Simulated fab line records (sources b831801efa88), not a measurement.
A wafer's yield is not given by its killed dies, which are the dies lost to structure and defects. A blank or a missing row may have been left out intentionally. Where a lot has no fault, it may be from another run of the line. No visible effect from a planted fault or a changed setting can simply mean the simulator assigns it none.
fab line records	flow sky130
record: lots: 24	wafers: 72	lastDay: 50
route steps=708 shown FIELD_ISO@17 NWELL@76 VT_ADJUST_LVTN@104 VIA2@508 VIA4@642
lots untouched by any fault: they come from a run of this same line in which no faults occurred
startH: the number of hours between the record's first day and the start of the first shown wafer of the lot	waitH: time in hours since the lot's previous step	" unchanged from the row above	L1.1+2: one row covering several wafers at once	- no value present, or no start provided	* or withheld: withheld	< > ~ a bound
route shown NAME@n: NAME is a module with steps in the file, n the number in the route of the first one	usual: the fault-free wafers' mean and standard deviation	same: alike in all rows	chamber/n: place in a boat	sites: readings site by site	_std_site: their standard deviation	_edge_site: the outer-site mean with the inner-site mean subtracted	radiusMm: for every site, how far away it sits from the centre of the wafer	mask NAME#n: copy n	behind: the last tool/chamber to shape the wafer	hold: what put the lot on hold/how long, in hours/how the hold closed	device: transistor that didn't switch, given as n, p or np	end of line: at the end of the route, the tests of the same wafers	step lacking rows: just its recipe	killed: the dies lost at the first sort to structure and to defects; this is not the yield of the wafer	map: a wafer's dies, marking killed ones x, the rest . and places with no die _
set.NAME: the setting that was run; set.NAME@STEP: the one run at that earlier step	model.NAME: the simulator's own value behind a step, which no gauge read
one table for each step of the route and one row for each wafer, over a sample of lots
services: from which hour (startH, from the record's first day; less than 0 if before it) a tool's chamber was out of use, for how many hours, and why
== steps ==
step: SKY_FIELD_ISO_STRIP_16
recipe: chemistry: O2/N2	powerW: 1400	pressureMtorr: 1500	platenTempC: withheld	o2FlowSccm: 3000	n2FlowSccm: 300	overashFraction: 0.5
usual: drypumpMotorCurrentA: 5.6/0.42	oesProductAu: 0.377/0.0046	stripTimeToEndpointS: 3.53/0.039
lot.wafer	tool	chamber	startH	waitH	drypumpMotorCurrentA	oesProductAu	rfHoursCounterH	stripTimeToEndpointS
L074.1	plasmaAsher-02	0	28.51	0.0	6.2	0.380	36	3.55
L074.2	"	1	"	"	5.4	0.379	36	3.50
L074.5	"	1	"	"	5.4	0.383	-	3.54
L075.1	plasmaAsher-02	0	36.01	0.0	6.2	0.381	37	3.57
L075.2	"	1	"	"	5.4	0.377	37	3.55
L075.3	"	0	"	"	6.2	0.381	-	3.52
L076.1	plasmaAsher-02	0	42.48	0.0	6.2	0.377	37	3.47
L076.2	"	1	"	"	5.4	0.377	37	3.48
L076.4	"	0	"	"	6.1	0.379	-	3.51
L077.3	plasmaAsher-02	0	47.39	0.1	6.2	0.383	-	3.56
L077.5	"	1	"	"	5.4	0.383	-	3.50
L077.6	"	0	"	"	6.2	0.367	-	3.43
L078.1	plasmaAsher-04	0	55.38	0.0	5.8	0.377	37	3.46
L078.3	"	1	"	"	5.3	0.383	-	3.52
L078.4	"	0	"	"	5.8	0.372	-	3.43
L079.2	plasmaAsher-04	1	55.73	0.0	5.3	0.377	38	3.49
L079.4	"	0	"	"	5.8	0.375	-	3.57
L079.5	"	0	"	"	5.8	0.378	-	3.57
L080.2	plasmaAsher-02	1	61.78	0.0	5.4	0.375	40	3.52
L080.4	"	0	"	"	6.2	0.381	-	3.57
L080.5	"	0	"	"	6.2	0.377	-	3.61
L081.1	plasmaAsher-03	1	65.68	0.0	5.8	0.383	22	3.55
L081.3	"	0	"	"	5.0	0.367	-	3.47
L081.6	"	1	"	"	5.8	0.372	-	3.48
L082.1	plasmaAsher-04	1	70.38	0.0	5.3	0.380	39	3.61
L082.4	"	0	"	"	5.8	0.379	-	3.53
L082.5	"	1	"	"	5.3	0.377	-	3.55
L083.3	plasmaAsher-03	0	76.44	0.1	5.0	0.384	-	3.55
L083.4	"	1	"	"	5.9	0.376	-	3.54
L083.6	"	0	"	"	5.0	0.369	-	3.53
L084.3	plasmaAsher-03	0	84.51	0.1	5.0	0.373	-	3.55
L084.4	"	1	"	"	5.8	0.381	-	3.54
L084.6	"	1	"	"	5.8	0.377	-	3.56
L085.1	plasmaAsher-02	1	90.21	0.0	5.4	0.376	43	3.46
L085.5	"	0	"	"	6.2	0.373	-	3.54
L085.6	"	1	"	"	5.4	0.379	-	3.54
L086.1	plasmaAsher-03	0	90.56	0.0	5.0	0.377	25	3.58
L086.2	"	1	"	"	5.9	0.374	25	3.55
L086.6	"	1	"	"	5.9	0.373	-	3.55
L087.1	plasmaAsher-02	1	98.98	0.0	5.4	0.372	44	3.53
L087.2	"	0	"	"	6.2	0.374	44	3.48
L087.6	"	0	"	"	6.2	0.374	-	3.52
L088.1	plasmaAsher-04	0	103.43	0.0	5.8	0.372	43	3.50
L088.2	"	1	"	"	5.3	0.367	43	3.48
L088.5	"	0	"	"	5.8	0.378	-	3.48
L089.1	plasmaAsher-03	1	104.38	0.0	5.8	0.372	26	3.59
L089.4	"	1	"	"	5.9	0.385	-	3.57
L089.5	"	0	"	"	5.0	0.379	-	3.55
L090.1	plasmaAsher-03	0	113.58	0.0	5.0	0.385	27	3.61
L090.2	"	1	"	"	5.8	0.379	27	3.55
L090.3	"	1	"	"	5.8	0.364	-	3.48
L091.1	plasmaAsher-04	0	118.93	0.0	5.8	0.382	0	3.54
L091.2	"	1	"	"	5.3	0.368	0	3.53
L091.4	"	0	"	"	5.8	0.378	-	3.51
L092.1	plasmaAsher-02	0	122.46	0.0	6.2	0.378	46	3.57
L092.2	"	1	"	"	5.5	0.374	46	3.55
L092.5	"	0	"	"	6.2	0.374	-	3.56
L093.2	plasmaAsher-02	1	127.51	0.0	5.4	0.385	47	3.49
L093.3	"	0	"	"	6.2	0.377	-	3.58
L093.6	"	0	"	"	6.3	0.391	-	3.57
L094.3	plasmaAsher-04	1	134.02	0.1	5.3	0.386	-	3.55
L094.5	"	1	"	"	5.3	0.375	-	3.54
L094.6	"	0	"	"	5.8	0.382	-	3.52
L095.2	plasmaAsher-02	1	138.78	0.0	5.4	0.378	48	3.56
L095.3	"	0	"	"	6.2	0.382	-	3.56
L095.6	"	1	"	"	5.4	0.380	-	3.58
L096.1	plasmaAsher-02	1	143.53	0.0	5.4	0.379	48	3.53
L096.3	"	0	"	"	6.2	0.380	-	3.60
L096.5	"	1	"	"	5.4	0.386	-	3.57
L097.2	plasmaAsher-03	1	149.38	0.0	5.9	0.382	31	3.52
L097.3	"	1	"	"	5.9	0.376	-	3.49
L097.5	"	0	"	"	5.0	0.380	-	3.56
step: SKY_NWELL_OVL_MEAS_23
usual: NWELL_01_OVL: 0.0/1.5
lot.wafer	tool	chamber	startH	waitH	NWELL_01_OVL[nm]
L074.1	overlay-01	-	101.14	-	-3.5
L074.2	"	-	"	"	-3.3
L074.5	"	-	"	"	-1.8
L075.1	overlay-02	-	108.96	-	-0.2
L075.2	"	-	"	"	0.6
L075.3	"	-	"	"	0.9
L076.1	overlay-02	-	113.85	-	0.5
L076.2	"	-	"	"	-1.8
L076.4	"	-	"	"	1.0
L077.3	overlay-02	-	121.55	-	-1.6
L077.5	"	-	"	"	-1.7
L077.6	"	-	"	"	0.2
L079.2	overlay-02	-	135.96	-	0.1
L079.4	"	-	"	"	2.6
L079.5	"	-	"	"	0.8
L078.1	overlay-01	-	136.01	-	-0.9
L078.3	"	-	"	"	-1.2
L078.4	"	-	"	"	-0.7
L080.2	overlay-02	-	152.61	-	0.2
L080.4	"	-	"	"	-0.3
L080.5	"	-	"	"	0.9
L081.1	overlay-01	-	153.55	-	0.5
L081.3	"	-	"	"	-2.0
L081.6	"	-	"	"	0.1
L082.1	overlay-02	-	162.05	-	-1.5
L082.4	"	-	"	"	-1.8
L082.5	"	-	"	"	1.8
L083.3	overlay-02	-	166.26	-	2.5
L083.4	"	-	"	"	2.0
L083.6	"	-	"	"	1.0
L084.3	overlay-01	-	175.81	-	2.0
L084.4	"	-	"	"	-0.4
L084.6	"	-	"	"	0.7
L086.1	overlay-02	-	179.90	-	0.6
L086.2	"	-	"	"	1.0
L086.6	"	-	"	"	0.0
L085.1	overlay-01	-	179.96	-	1.2
L085.5	"	-	"	"	0.1
L085.6	"	-	"	"	-0.5
L087.1	overlay-01	-	183.15	-	2.3
L087.2	"	-	"	"	2.1
L087.6	"	-	"	"	4.0
L089.1	overlay-01	-	191.64	-	-0.2
L089.4	"	-	"	"	-0.1
L089.5	"	-	"	"	-1.1
L088.1	overlay-01	-	192.56	-	-1.8
L088.2	"	-	"	"	-0.3
L088.5	"	-	"	"	0.8
L090.1	overlay-01	-	202.94	-	1.7
L090.2	"	-	"	"	-0.5
L090.3	"	-	"	"	0.6
L091.1	overlay-01	-	206.64	-	-1.1
L091.2	"	-	"	"	0.5
L091.4	"	-	"	"	-0.5
L092.1	overlay-02	-	211.80	-	-0.6
L092.2	"	-	"	"	-0.8
L092.5	"	-	"	"	0.9
L093.2	overlay-02	-	217.40	-	-1.8
L093.3	"	-	"	"	-0.1
L093.6	"	-	"	"	0.0
L094.3	overlay-01	-	223.80	-	1.6
L094.5	"	-	"	"	-1.0
L094.6	"	-	"	"	-0.1
L095.2	overlay-01	-	230.99	-	-1.1
L095.3	"	-	"	"	0.7
L095.6	"	-	"	"	-1.7
L096.1	overlay-01	-	238.01	-	1.2
L096.3	"	-	"	"	1.5
L096.5	"	-	"	"	2.0
L097.2	overlay-01	-	246.19	-	0.9
L097.3	"	-	"	"	0.2
L097.5	"	-	"	"	3.0
step: SKY_NWELL_STRIP_25
recipe: chemistry: O2/N2	powerW: 1400	pressureMtorr: 1500	platenTempC: withheld	o2FlowSccm: 3000	n2FlowSccm: 300	overashFraction: 0.5
usual: drypumpMotorCurrentA: 5.8/0.33	oesProductAu: 0.723/0.0044	stripTimeToEndpointS: 36.95/0.092
lot.wafer	tool	chamber	startH	waitH	drypumpMotorCurrentA	oesProductAu	rfHoursCounterH	stripTimeToEndpointS
L074.1	plasmaAsher-01	1	101.32	0.1	6.1	0.730	43	37.12
L074.2	"	0	"	"	5.7	0.732	43	36.98
L074.5	"	0	"	"	5.7	0.730	-	36.98
L075.1	plasmaAsher-01	0	109.15	0.1	5.7	0.719	43	36.98
L075.2	"	1	"	"	6.1	0.724	43	37.10
L075.3	"	1	"	"	6.1	0.719	-	37.16
L076.1	plasmaAsher-02	0	114.04	0.1	6.2	0.725	45	37.00
L076.2	"	1	"	"	5.4	0.727	45	37.03
L076.4	"	1	"	"	5.4	0.723	-	36.99
L077.3	plasmaAsher-04	1	121.76	0.1	5.4	0.716	-	36.96
L077.5	"	0	"	"	5.8	0.718	-	36.95
L077.6	"	1	"	"	5.3	0.725	-	37.01
L079.2	plasmaAsher-01	0	136.14	0.1	5.7	0.724	46	36.80
L079.4	"	0	"	"	5.7	0.724	-	36.85
L079.5	"	0	"	"	5.7	0.721	-	36.96
L078.1	plasmaAsher-02	0	136.20	0.1	6.2	0.724	48	36.90
L078.3	"	0	"	"	6.2	0.718	-	36.89
L078.4	"	1	"	"	5.4	0.726	-	36.89
L080.2	plasmaAsher-02	0	152.79	0.1	6.2	0.719	49	37.07
L080.4	"	1	"	"	5.4	0.722	-	37.06
L080.5	"	1	"	"	5.4	0.732	-	37.00
L081.1	plasmaAsher-02	1	153.74	0.1	5.5	0.726	49	36.83
L081.3	"	0	"	"	6.3	0.726	-	36.76
L081.6	"	1	"	"	5.5	0.716	-	36.83
L082.1	plasmaAsher-04	0	162.24	0.1	5.8	0.719	4	36.86
L082.4	"	0	"	"	5.8	0.722	-	36.84
L082.5	"	1	"	"	5.3	0.718	-	36.97
L083.3	plasmaAsher-04	0	166.47	0.1	5.8	0.720	-	37.05
L083.4	"	1	"	"	5.3	0.724	-	37.05
L083.6	"	0	"	"	5.8	0.729	-	36.92
L084.3	plasmaAsher-01	1	176.02	0.1	6.1	0.728	-	36.99
L084.4	"	0	"	"	5.7	0.713	-	37.10
L084.6	"	0	"	"	5.7	0.725	-	36.97
L086.1	plasmaAsher-04	1	180.09	0.1	5.3	0.723	6	36.80
L086.2	"	0	"	"	5.8	0.722	6	36.75
L086.6	"	1	"	"	5.3	0.723	-	36.82
L085.1	plasmaAsher-02	1	180.15	0.1	5.4	0.717	52	37.02
L085.5	"	1	"	"	5.4	0.716	-	37.01
L085.6	"	0	"	"	6.2	0.722	-	37.05
L087.1	plasmaAsher-04	1	183.34	0.1	5.3	0.725	6	36.87
L087.2	"	0	"	"	5.8	0.724	6	36.99
L087.6	"	0	"	"	5.8	0.727	-	36.89
L089.1	plasmaAsher-01	0	191.82	0.1	5.7	0.716	52	37.10
L089.4	"	1	"	"	6.1	0.725	-	37.00
L089.5	"	1	"	"	6.1	0.718	-	37.01
L088.1	plasmaAsher-04	0	192.75	0.1	5.8	0.717	7	37.02
L088.2	"	1	"	"	5.4	0.723	7	36.97
L088.5	"	0	"	"	5.8	0.720	-	37.03
L090.1	plasmaAsher-04	1	203.12	0.1	5.3	0.732	8	36.88
L090.2	"	0	"	"	5.8	0.722	8	36.91
L090.3	"	0	"	"	5.8	0.719	-	36.85
L091.1	plasmaAsher-01	1	206.82	0.1	6.2	0.724	53	37.02
L091.2	"	0	"	"	5.7	0.721	53	37.14
L091.4	"	0	"	"	5.7	0.719	-	37.05
L092.1	plasmaAsher-02	0	211.99	0.1	6.2	0.718	55	36.84
L092.2	"	1	"	"	5.5	0.721	55	36.93
L092.5	"	0	"	"	6.2	0.730	-	36.78
L093.2	plasmaAsher-02	1	217.58	0.1	5.4	0.726	55	37.08
L093.3	"	0	"	"	6.2	0.728	-	36.98
L093.6	"	0	"	"	6.2	0.715	-	36.97
L094.3	plasmaAsher-01	0	224.01	0.1	5.7	0.712	-	36.94
L094.5	"	1	"	"	6.2	0.723	-	36.87
L094.6	"	0	"	"	5.7	0.726	-	36.87
L095.2	plasmaAsher-01	1	231.17	0.1	6.2	0.732	55	36.86
L095.3	"	0	"	"	5.7	0.722	-	36.84
L095.6	"	0	"	"	5.7	0.717	-	36.96
L096.1	plasmaAsher-04	0	238.20	0.1	5.8	0.719	11	36.90
L096.3	"	1	"	"	5.3	0.722	-	37.00
L096.5	"	1	"	"	5.3	0.712	-	36.94
L097.2	plasmaAsher-01	0	246.37	0.1	5.7	0.719	57	36.96
L097.3	"	1	"	"	6.2	0.725	-	36.92
L097.5	"	0	"	"	5.7	0.723	-	36.97
step: SKY_VT_ADJUST_LVTN_OVL_MEAS_07
usual: VT_ADJUST_LVTN_OVL: 0.4/1.5
lot.wafer	tool	chamber	startH	waitH	VT_ADJUST_LVTN_OVL[nm]
L074.1	overlay-02	-	138.50	-	1.5
L074.2	"	-	"	"	0.1
L074.5	"	-	"	"	1.6
L075.1	overlay-01	-	147.30	-	1.9
L075.2	"	-	"	"	1.4
L075.3	"	-	"	"	2.6
L076.1	overlay-01	-	152.22	-	-2.4
L076.2	"	-	"	"	-0.7
L076.4	"	-	"	"	-0.1
L077.3	overlay-02	-	160.67	-	-1.3
L077.5	"	-	"	"	-0.8
L077.6	"	-	"	"	-1.3
L079.2	overlay-02	-	175.92	-	-0.3
L079.4	"	-	"	"	1.3
L079.5	"	-	"	"	0.8
L078.1	overlay-01	-	176.80	-	1.6
L078.3	"	-	"	"	2.4
L078.4	"	-	"	"	1.3
L080.2	overlay-01	-	194.56	-	-0.3
L080.4	"	-	"	"	-1.2
L080.5	"	-	"	"	-0.1
L081.1	overlay-01	-	194.90	-	-0.6
L081.3	"	-	"	"	-0.4
L081.6	"	-	"	"	-2.1
L082.1	overlay-02	-	204.90	-	2.2
L082.4	"	-	"	"	0.2
L082.5	"	-	"	"	1.2
L083.3	overlay-02	-	209.67	-	-2.9
L083.4	"	-	"	"	-1.6
L083.6	"	-	"	"	0.1
L084.3	overlay-02	-	220.98	-	2.2
L084.4	"	-	"	"	-0.8
L084.6	"	-	"	"	0.0
L086.1	overlay-01	-	223.85	-	0.1
L086.2	"	-	"	"	0.2
L086.6	"	-	"	"	0.5
L085.1	overlay-01	-	224.20	-	1.5
L085.5	"	-	"	"	1.3
L085.6	"	-	"	"	0.4
L087.1	overlay-01	-	228.82	-	0.5
L087.2	"	-	"	"	0.8
L087.6	"	-	"	"	0.5
L089.1	overlay-01	-	237.66	-	-2.8
L089.4	"	-	"	"	-1.2
L089.5	"	-	"	"	-2.5
L088.1	overlay-01	-	239.25	-	-1.9
L088.2	"	-	"	"	-0.5
L088.5	"	-	"	"	-1.6
L090.1	overlay-01	-	250.66	-	0.1
L090.2	"	-	"	"	0.5
L090.3	"	-	"	"	0.1
L091.1	overlay-01	-	254.20	-	4.0
L091.2	"	-	"	"	0.2
L091.4	"	-	"	"	0.8
L092.1	overlay-01	-	259.42	-	1.0
L092.2	"	-	"	"	0.5
L092.5	"	-	"	"	0.3
L093.2	overlay-01	-	266.07	-	3.7
L093.3	"	-	"	"	3.2
L093.6	"	-	"	"	1.5
L094.3	overlay-01	-	273.28	-	-1.2
L094.5	"	-	"	"	-1.4
L094.6	"	-	"	"	1.0
L095.2	overlay-01	-	280.02	-	2.6
L095.3	"	-	"	"	-0.1
L095.6	"	-	"	"	2.3
L096.1	overlay-01	-	287.86	-	2.6
L096.3	"	-	"	"	0.7
L096.5	"	-	"	"	1.3
L097.2	overlay-02	-	296.62	-	1.4
L097.3	"	-	"	"	1.5
L097.5	"	-	"	"	0.9
step: SKY_VIA2_THK_MEAS_01
recipe: reads: SiO2_of_VIA2_HDPCVD_00
usual: VIA2_HDPCVD_THK: 1184/14
lot.wafer	tool	chamber	startH	waitH	VIA2_HDPCVD_THK[nm]
L074.1	filmMetro-04	-	813.84	0.1	1183
L074.2	"	-	"	"	1201
L074.5	"	-	"	"	1187
L075.1	filmMetro-02	-	834.21	0.1	1178
L075.2	"	-	"	"	1198
L075.3	"	-	"	"	1203
L076.1	filmMetro-04	-	838.89	0.1	1177
L076.2	"	-	"	"	1184
L076.4	"	-	"	"	1185
L077.3	filmMetro-02	-	842.48	0.1	1190
L077.5	"	-	"	"	1180
L077.6	"	-	"	"	1186
L079.2	filmMetro-03	-	853.87	0.1	1165
L079.4	"	-	"	"	1168
L079.5	"	-	"	"	1195
L078.1	filmMetro-04	-	867.40	0.1	1192
L078.3	"	-	"	"	1168
L078.4	"	-	"	"	1177
L080.2	filmMetro-04	-	880.28	0.1	1172
L080.4	"	-	"	"	1169
L080.5	"	-	"	"	1172
L081.1	filmMetro-03	-	883.08	0.1	1169
L081.3	"	-	"	"	1186
L081.6	"	-	"	"	1171
L082.1	filmMetro-04	-	896.65	0.1	1197
L082.4	"	-	"	"	1206
L082.5	"	-	"	"	1215
L083.3	filmMetro-03	-	902.11	0.1	1186
L083.4	"	-	"	"	1191
L083.6	"	-	"	"	1168
L084.3	filmMetro-04	-	914.93	0.1	1187
L084.4	"	-	"	"	1195
L084.6	"	-	"	"	1202
L085.1	filmMetro-04	-	916.59	0.1	1201
L085.5	"	-	"	"	1174
L085.6	"	-	"	"	1195
L086.1	filmMetro-04	-	919.15	0.1	1192
L086.2	"	-	"	"	1193
L086.6	"	-	"	"	1200
L087.1	filmMetro-03	-	925.33	0.1	1167
L087.2	"	-	"	"	1169
L087.6	"	-	"	"	1165
L089.1	filmMetro-03	-	928.41	0.1	1178
L089.4	"	-	"	"	1198
L089.5	"	-	"	"	1179
L088.1	filmMetro-03	-	932.57	0.1	1190
L088.2	"	-	"	"	1168
L088.5	"	-	"	"	1167
L090.1	filmMetro-04	-	943.09	0.1	1180
L090.2	"	-	"	"	1183
L090.3	"	-	"	"	1203
L091.1	filmMetro-03	-	949.27	0.1	1198
L091.2	"	-	"	"	1180
L091.4	"	-	"	"	1194
L092.1	filmMetro-03	-	952.93	0.1	1180
L092.2	"	-	"	"	1171
L092.5	"	-	"	"	1187
L093.2	filmMetro-03	-	956.40	0.1	1191
L093.3	"	-	"	"	1182
L093.6	"	-	"	"	1193
L094.3	filmMetro-02	-	960.90	0.1	1164
L094.5	"	-	"	"	1178
L094.6	"	-	"	"	1166
L095.2	filmMetro-03	-	967.89	0.1	1185
L095.3	"	-	"	"	1184
L095.6	"	-	"	"	1179
L096.1	filmMetro-02	-	974.58	0.1	1174
L096.3	"	-	"	"	1180
L096.5	"	-	"	"	1168
L097.2	filmMetro-03	-	994.43	0.1	1159
L097.3	"	-	"	"	1160
L097.5	"	-	"	"	1166
step: SKY_VIA4_BOW_MEAS_03
recipe: mode: bow
usual: VIA4_BOW: 80/8
lot.wafer	tool	chamber	startH	waitH	VIA4_BOW[um]
L074.1	filmMetro-03	-	974.14	0.2	91
L074.2	"	-	"	"	92
L074.5	"	-	"	"	82
L075.1	filmMetro-03	-	989.71	0.1	63
L075.2	"	-	"	"	67
L075.3	"	-	"	"	66
L076.1	filmMetro-04	-	996.05	0.1	78
L076.2	"	-	"	"	77
L076.4	"	-	"	"	87
L077.3	filmMetro-03	-	997.57	0.2	73
L077.5	"	-	"	"	75
L077.6	"	-	"	"	69
L079.2	filmMetro-02	-	1007.24	0.2	93
L079.4	"	-	"	"	100
L079.5	"	-	"	"	83
L078.1	filmMetro-03	-	1021.07	0.2	94
L078.3	"	-	"	"	83
L078.4	"	-	"	"	74
L080.2	filmMetro-04	-	1031.42	0.3	78
L080.4	"	-	"	"	76
L080.5	"	-	"	"	78
L081.1	filmMetro-03	-	1033.12	0.1	68
L081.3	"	-	"	"	73
L081.6	"	-	"	"	75
L082.1	filmMetro-04	-	1046.08	0.2	84
L082.4	"	-	"	"	84
L082.5	"	-	"	"	80
L083.3	filmMetro-03	-	1051.39	0.2	61
L083.4	"	-	"	"	82
L083.6	"	-	"	"	66
L084.3	filmMetro-02	-	1061.35	0.3	80
L084.4	"	-	"	"	90
L084.6	"	-	"	"	80
L085.1	filmMetro-04	-	1065.08	0.1	91
L085.5	"	-	"	"	76
L085.6	"	-	"	"	84
L086.1	filmMetro-04	-	1066.37	0.1	85
L086.2	"	-	"	"	76
L086.6	"	-	"	"	82
L087.1	filmMetro-03	-	1073.38	0.1	82
L087.2	"	-	"	"	82
L087.6	"	-	"	"	85
L089.1	filmMetro-03	-	1073.85	0.2	77
L089.4	"	-	"	"	89
L089.5	"	-	"	"	71
L088.1	filmMetro-03	-	1076.27	0.2	80
L088.2	"	-	"	"	76
L088.5	"	-	"	"	81
L090.1	filmMetro-04	-	1088.27	0.1	90
L090.2	"	-	"	"	76
L090.3	"	-	"	"	79
L091.1	filmMetro-04	-	1093.57	0.2	70
L091.2	"	-	"	"	68
L091.4	"	-	"	"	80
L092.1	filmMetro-03	-	1096.18	0.2	83
L092.2	"	-	"	"	80
L092.5	"	-	"	"	74
L093.2	filmMetro-04	-	1099.40	0.2	74
L093.3	"	-	"	"	77
L093.6	"	-	"	"	80
L094.3	filmMetro-02	-	1101.07	0.2	87
L094.5	"	-	"	"	85
L094.6	"	-	"	"	87
L095.2	filmMetro-04	-	1107.70	0.3	76
L095.3	"	-	"	"	86
L095.6	"	-	"	"	85
L096.1	filmMetro-03	-	1113.87	0.1	87
L096.3	"	-	"	"	84
L096.5	"	-	"	"	75
L097.2	filmMetro-03	-	1130.23	0.2	66
L097.3	"	-	"	"	75
L097.5	"	-	"	"	81
== services ==
tool	chamber	startH	hours	kind
plasmaAsher-03	-	47.68	17.7	repair
plasmaAsher-01	-	70.77	2.0	repair
plasmaAsher-04	-	108.75	9.0	pm
plasmaAsher-04	0	108.75	9.0	ventCycle
plasmaAsher-04	1	108.75	9.0	ventCycle
plasmaAsher-04	0	117.75	-	clean
plasmaAsher-04	1	117.75	-	clean
plasmaAsher-04	-	170.68	2.0	pm
== key ==
fault none
